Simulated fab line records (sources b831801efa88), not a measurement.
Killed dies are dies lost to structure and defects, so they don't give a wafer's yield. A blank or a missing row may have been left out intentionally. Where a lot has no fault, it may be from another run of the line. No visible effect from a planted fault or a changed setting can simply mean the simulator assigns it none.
Chamber matching	flow sky130	SKY_CAP2M_CVD_00 on pecvd-02 has 3 sister chambers
The step deposits SiO2, target thk 15.5 nm. 18 wafers are shown with their chamber, then 9 later ones without.

## WAFERS, EACH WITH ITS CHAMBER
wafer	chamber	heaterPowerW (W)	heaterPowerOuterW (W)
L077.2	0	689	383
L077.3	0	671	373
L077.6	1	733	428
L078.2	0	770	435
L078.3	0	757	434
L078.5	1	810	482
L083.1	1	830	502
L083.3	2	604	404
L083.5	2	613	400
L085.1	0	652	347
L085.2	1	838	497
L085.6	2	685	474
L090.1	0	715	399
L090.2	2	578	386
L090.4	2	584	396
L091.1	1	756	435
L091.3	0	717	410
L091.6	2	682	448

SIGNATURES, as means of the wafers listed above
reading	chamber 0	chamber 1	chamber 2	scatter within a chamber
heaterPowerW	710.14	793.40	624.33	45.6
heaterPowerOuterW	397.29	468.80	418.00	33.9
Rule: a wafer lies at a distance from a chamber equal to the root of the sum of squares, over the readings, of (its reading less the chamber's mean, divided by the reading's scatter). The wafer belongs to the nearest chamber; if the next one is less than 2 further off, it can't be placed. The scatter is the square root of a quotient: the sum, over the shown wafers, of each reading's squared deviation from its chamber's mean, divided by wafers minus chambers.

## WAFERS WITH NO CHAMBER GIVEN
wafer	heaterPowerW (W)	heaterPowerOuterW (W)
L094.1	732	476
L094.5	703	473
L094.6	845	502
L095.3	839	496
L095.4	697	482
L095.6	765	441
L096.2	640	337
L096.4	852	482
L096.5	628	429

## WHICH CHAMBER EACH ONE RAN IN
wafer	from the rows above	in truth
L094.1	can't be placed: 1 or 0 or 2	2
L094.5	can't be placed: 1 or 0 or 2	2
L094.6	1	1
L095.3	1	1
L095.4	can't be placed: 1 or 2 or 0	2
L095.6	can't be placed: 1 or 0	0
L096.2	can't be placed: 0 or 2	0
L096.4	1	1
L096.5	can't be placed: 2 or 0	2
Correctly placed: 3 of 9. These rows do not allow placing 6 (true chamber among the candidates in 6). 0 placed wrongly.
